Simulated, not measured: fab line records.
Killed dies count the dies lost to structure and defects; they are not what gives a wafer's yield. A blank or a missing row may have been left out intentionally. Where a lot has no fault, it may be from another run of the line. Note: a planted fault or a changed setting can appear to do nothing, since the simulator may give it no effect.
Which tool is to blame? + flow sky130 + 33 wafers sampled from 11 lots at 1 step of a route of 708

## WHAT THE GAUGES SHOWED, per wafer
SKY_GATE_OXIDE_TW_MEAS_14.
| lot  | measured     | on            | GATE_OXIDE_TW |
|------|--------------|---------------|---------------|
| L480 | day 13 17:46 | film metro-01 | 231 230 230   |
| L482 | day 14 13:14 | film metro-04 | 221 220 221   |
| L484 | day 15 05:26 | film metro-01 | 230 231 231   |
| L485 | day 15 16:31 | film metro-04 | 222 222 221   |
| L487 | day 16 09:32 | film metro-04 | 223 222 223   |
| L496 | day 19 10:10 | film metro-02 | 226 225 224   |
| L497 | day 20 05:59 | film metro-02 | 225 227 225   |
| L498 | day 20 07:08 | film metro-01 | 230 230 230   |
| L499 | day 20 14:29 | film metro-01 | 228 231 231   |
| L502 | day 21 10:38 | film metro-04 | 224 222 224   |
| L503 | day 21 16:19 | film metro-04 | 222 224 223   |

## WHAT TOOL EACH LOT RAN ON (gives the tool, then ch and the chambers of the sampled wafers, and finally the start)
Before these readings, the record contains no process step.

## THE ANSWER, worked out from the rows above alone
Rule: the lots themselves supply what counts as usual. Put in order of their means at a reading, lots are off if they are a third of the lots or fewer, leave a main group of 4 or more, and stand apart from it by a gap of 3 or more times the standard deviation of the main group's means; of several such gaps the widest counts. A main group is skipped when, at the precision printed for the reading in the tables above, its means are all equal. A lot without any number at a reading at which 4 lots or more have one is off too. All remaining lots with rows at the step are treated as sound.
Across all readings shown, no lot is off: no conclusion can be drawn from this.

## WHAT WAS PUT IN BY THE SIMULATOR
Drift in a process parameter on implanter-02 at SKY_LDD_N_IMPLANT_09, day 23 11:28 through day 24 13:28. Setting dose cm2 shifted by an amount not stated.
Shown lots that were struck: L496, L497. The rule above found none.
